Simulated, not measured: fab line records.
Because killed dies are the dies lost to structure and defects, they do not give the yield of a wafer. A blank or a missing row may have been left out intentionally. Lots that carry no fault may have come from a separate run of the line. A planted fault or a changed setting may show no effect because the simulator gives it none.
A single fault, viewed from 2 desks || flow sky130 || what lay behind the numbers comes last; until then each desk has only its own

FROM THE METROLOGY DESK
What the gauges read for every lot (on any tool): the sampled wafers with a number, averaged. If a lot's mean is further than 4 standard deviations from the usual mean, the lot is out of limits and carries the mark OUT (the distance appears in the brackets).
Columns: A = SONOS_ONO_OXIDATION_THK at SKY_SONOS_ONO_THK_MEAS_01, usual 2.60 nm; B = SONOS_ONO_CVD_02_THK at SKY_SONOS_ONO_THK_MEAS_03, usual 10.51 nm; C = cd_nm at SKY_POLY_GATE_CD_MEAS_22, usual 149.9 nm
{"lot": "L104", "first seen here": "day 11 14:15", "A": 2.58, "B": 10.49, "C": 148.6}
{"lot": "L105", "first seen here": "day 11 16:52", "A": 2.62, "B": 10.47, "C": 150.7}
{"lot": "L106", "first seen here": "day 12 04:59", "A": 2.47, "B": 10.42, "C": 147.5}
{"lot": "L109", "first seen here": "day 12 23:28", "A": 2.57, "B": 10.50, "C": 151.7}
{"lot": "L114", "first seen here": "day 14 19:00", "A": 2.58, "B": 10.43, "C": 148.6}
{"lot": "L116", "first seen here": "day 15 11:25", "A": 2.60, "B": 10.46, "C": 150.7}
{"lot": "L117", "first seen here": "day 15 15:42", "A": 2.59, "B": 10.72, "C": 148.2}
{"lot": "L118", "first seen here": "day 15 22:53", "A": 2.62, "B": 10.75, "C": 149.5}
{"lot": "L122", "first seen here": "day 17 07:34", "A": 2.67, "B": 10.63, "C": 150.5}
{"lot": "L123", "first seen here": "day 17 21:33", "A": 2.59, "B": 10.65, "C": 151.0}
{"lot": "L124", "first seen here": "day 17 23:19", "A": 2.61, "B": 10.41, "C": 149.9}
{"lot": "L125", "first seen here": "day 18 02:17", "A": 2.58, "B": 10.46, "C": 150.1}
{"lot": "L126", "first seen here": "day 18 13:09", "A": 2.56, "B": 10.37, "C": 153.5}
{"lot": "L127", "first seen here": "day 18 22:11", "A": 2.56, "B": 10.54, "C": 153.7}
Finding of this desk: none of the 14 lots has anything out of limits.

FOR THE TOOL OWNER'S DESK: rie_diel-03
The tool's own readings at SKY_POLY_GATE_ETCH_15 (etches BARC in N2/H2, stops on SiO2, time 118.5 s, target depth 110 nm): means of the sampled wafers that have a number, for each lot that ran on this tool. If a lot's mean is further than 4 standard deviations from the usual mean, the lot is out of limits and carries the mark OUT (the distance appears in the brackets).
Columns: A = drypump_motor_current_A at SKY_POLY_GATE_ETCH_15, usual 5.9 A; B = oes_product_au at SKY_POLY_GATE_ETCH_15, usual 0.716 a.u.; C = run_length_s at SKY_POLY_GATE_ETCH_15, usual 146.9 s; D = throttle_valve_pct at SKY_POLY_GATE_ETCH_15, usual 13.213 %
{"lot": "L104", "first seen here": "day 16 09:14", "A": 5.8, "B": 0.718, "C": 146.9, "D": 13.213}
{"lot": "L105", "first seen here": "day 16 18:41", "A": 6.0, "B": 0.718, "C": 147.0, "D": 13.205}
{"lot": "L106", "first seen here": "day 17 06:49", "A": 6.3, "B": 0.726, "C": 146.7, "D": 13.207}
{"lot": "L114", "first seen here": "day 20 01:50", "A": 6.2, "B": 0.709, "C": "148.7 (+4.3) OUT", "D": 13.212}
{"lot": "L116", "first seen here": "day 21 01:50", "A": 6.3, "B": 0.714, "C": "148.6 (+4.3) OUT", "D": 13.209}
{"lot": "L117", "first seen here": "day 21 03:28", "A": 5.8, "B": 0.713, "C": 148.2, "D": 13.206}
{"lot": "L123", "first seen here": "day 23 11:29", "A": 5.8, "B": 0.717, "C": 146.8, "D": 13.223}
{"lot": "L124", "first seen here": "day 23 13:53", "A": 5.8, "B": 0.712, "C": 147.1, "D": 13.219}
{"lot": "L125", "first seen here": "day 23 15:23", "A": 5.9, "B": 0.717, "C": 147.1, "D": 13.213}
{"lot": "L127", "first seen here": "day 24 10:59", "A": 6.1, "B": 0.718, "C": 146.9, "D": 13.215}
This desk finds L114, L116 out of limits, L114 being first, at day 20 01:50 (run_length_s at SKY_POLY_GATE_ETCH_15). L104, L105, L106, L117, L123, L124, L125, L127: within limits.

BROUGHT TOGETHER
At day 20 01:50, on L114, L116, the tool owner's desk was in a position to raise an alarm.
Metrology desk: nothing out of limits seen.
The metrology desk holds a record of L114, L116, inside its limits.
On rie_diel-03, each named lot ran SKY_POLY_GATE_ETCH_15.

WHAT THE SIMULATOR HAD PUT IN
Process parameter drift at SKY_POLY_GATE_ETCH_15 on rie_diel-03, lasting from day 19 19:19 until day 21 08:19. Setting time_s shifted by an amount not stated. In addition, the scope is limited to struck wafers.
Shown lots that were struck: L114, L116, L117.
Each desk's first reading out of limits, in hours after the fault started: the tool owner's desk, 7.
